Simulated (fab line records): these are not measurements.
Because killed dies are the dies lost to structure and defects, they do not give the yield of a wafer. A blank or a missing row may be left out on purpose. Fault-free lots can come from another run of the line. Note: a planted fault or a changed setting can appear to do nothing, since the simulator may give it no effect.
A struck lot beside a sound one    flow sky130    18 out of 708 route steps
Sound: these wafers, L248.2, L248.5, L248.6. Struck: wafers L252.1, L252.6. (L252.2 of the same lot was not struck and is left out.) The cause comes at the end.
For every step that has rows: the tool of each side, followed by ch and its chambers, followed by its first start. Under that, the readings that differ: sound wafers    struck wafers    difference of the means    sigmas: that difference in standard deviations of wafers without a fault.
alike: readings with means less than 2 such deviations apart, plus words and numbers identical on both sides. not compared: withheld readings, readings lacking a value on some wafer, bounds such as >300 that could conceal the same value, and numbers that have no deviation in the record and whose values overlap.
A row with sigmas, a row that says differs or no value, or rows on one side alone: a step with any of these is where the two part. Numbers that have no deviation but don't overlap get no sigmas and don't part them. A reading missing from all wafers of one side parts the sides only when that side holds two or more wafers.

first, 3 steps without rows for these wafers: SKY_VIA2_EXPOSE_09 (exposes mask VIM2, target cd 200 nm); SKY_VIA2_PEB_10; SKY_VIA2_DEVELOP_11 (develop time 60 s).
SKY_VIA2_CD_MEAS_12 targets a cd of 200 nm.
  sound on cd_sem-02, day 39 21:24; struck on cd_sem-01, day 41 00:56
  alike: cd_nm
SKY_VIA2_OVL_MEAS_13:
  sound on overlay-02, day 39 21:31; struck on overlay-02, day 41 01:03
  alike: VIA2_OVL
SKY_VIA2_ETCH_14: etches BARC in N2/H2, stops on SiO2, time 45.9 s, target depth 60 nm.
  sound on rie_diel-04 ch 0,1,2, day 39 21:32; struck on rie_diel-03 ch 0,2, day 41 01:05
  alike: drypump_motor_current_A, oes_product_au, throttle_valve_pct
  not compared: rf_hours_counter_h
SKY_VIA2_ETCH_15: etches SiO2 in C4F8/O2/Ar, stops on TiN, target depth 546 nm, time 84 s.
  sound on rie_diel-04 ch 0,1,2, day 39 21:35; struck on rie_diel-03 ch 0,2, day 41 01:08
  alike: oes_product_au
  not compared: rf_hours_counter_h
SKY_VIA2_STRIP_16: strips in O2/N2.
  sound on plasma_asher-04 ch 0,1, day 39 21:39; struck on plasma_asher-03 ch 0, day 41 01:12
reading                      sound        struck   difference  sigmas
drypump_motor_current_A (A)  5.7 5.7 5.1  6.5 6.5  +1.0        +2
  alike: oes_product_au, strip_time_to_endpoint_s
  not compared: rf_hours_counter_h
then, 3 steps without rows for these wafers: SKY_VIA2_STRIP_17 (strips in post etch residue remover, time 1200 s); SKY_VIA2_CLEAN_18 (cleans in IPA, time 180 s); SKY_VIA2_CLEAN_19 (cleans in O3/DIW).
SKY_VIA2_SPUTTER_20: material TiN, target thk 20 nm, time 80 s.
  sound on pvd_sputter-04, day 39 22:15; struck on pvd_sputter-04, day 41 01:47
  alike: throttle_valve_pct
SKY_VIA2_CVD_21: deposits W, target thk 420 nm, time 126.4 s.
  sound on cvd_w-01 ch 0,1, day 39 22:19; struck on cvd_w-01 ch 1, day 41 01:51
reading                             sound              struck       difference  sigmas
model.W_of_VIA2_CVD_21.thk_nm (nm)  417.6 415.6 417.8  680.1 683.8  +265.0      
  alike: heater_power_w
SKY_VIA2_RS_MEAS_22: measurement is done with a four-point probe.
  sound on film_metro-02, day 39 22:28; struck on film_metro-02, day 41 02:27
reading             sound              struck       difference  sigmas
VIA2_W_RS (ohm/sq)  0.274 0.276 0.274  0.168 0.167  -0.107      -27
  not compared: hold
SKY_VIA2_THK_MEAS_23: measures by xrf.
  sound on film_metro-02, day 39 22:34; struck on film_metro-02, day 41 06:23
reading          sound        struck  difference                     sigmas
VIA2_W_THK (nm)  413 411 413  - -     no value on the struck wafers  
  not compared: hold
SKY_VIA2_CMP_24: polishes, stops on SiO2, t overpolish 20 s, target thk 0 nm.
  sound on cmp-02 ch 0,1,2, day 39 22:46; struck on cmp-02 ch 0,1, day 41 09:19
reading                 sound        struck                                             difference                    sigmas
hold                    - - -        await_dispo/2.3h/release await_dispo/2.3h/release  no value on the sound wafers  
time_to_endpoint_s (s)  100 103 103  175 164                                            +68                           +16
  alike: motor_current_A
SKY_METAL3_SPUTTER_00: material Ti, target thk 15 nm, time 10 s.
  sound on pvd_sputter-02, day 39 22:55; struck on pvd_sputter-02, day 41 09:37
  alike: throttle_valve_pct
-- the record jumps here: 8 days lie between the struck wafers' starts before and after (it left off in module METAL3 and takes up again in module PAD_OPEN, whose first step shown is number 708 of the route) --
SKY_PAD_OPEN_PROBE_99:
  sound on prober-02, day 48 13:40; struck on prober-02, day 49 12:45
  alike: defect_limited_yield, killed_at_M0_to_M3, killed_at_M4_up, killed_at_contacts, killed_at_front_end, killed_at_other, killed_dies, killed_open, killed_short, sort_bin_3_pad_short, sort_bin_5_function, sort_bin_6_memory, sort_n_pass, sort_yield_pct

## WHERE THEY PART
Earliest at SKY_VIA2_STRIP_16; latest, in this record, at SKY_VIA2_CMP_24. Later steps at which nothing parts them and some readings are alike: SKY_METAL3_SPUTTER_00, SKY_PAD_OPEN_PROBE_99.

WHY: what had been put in by the simulator
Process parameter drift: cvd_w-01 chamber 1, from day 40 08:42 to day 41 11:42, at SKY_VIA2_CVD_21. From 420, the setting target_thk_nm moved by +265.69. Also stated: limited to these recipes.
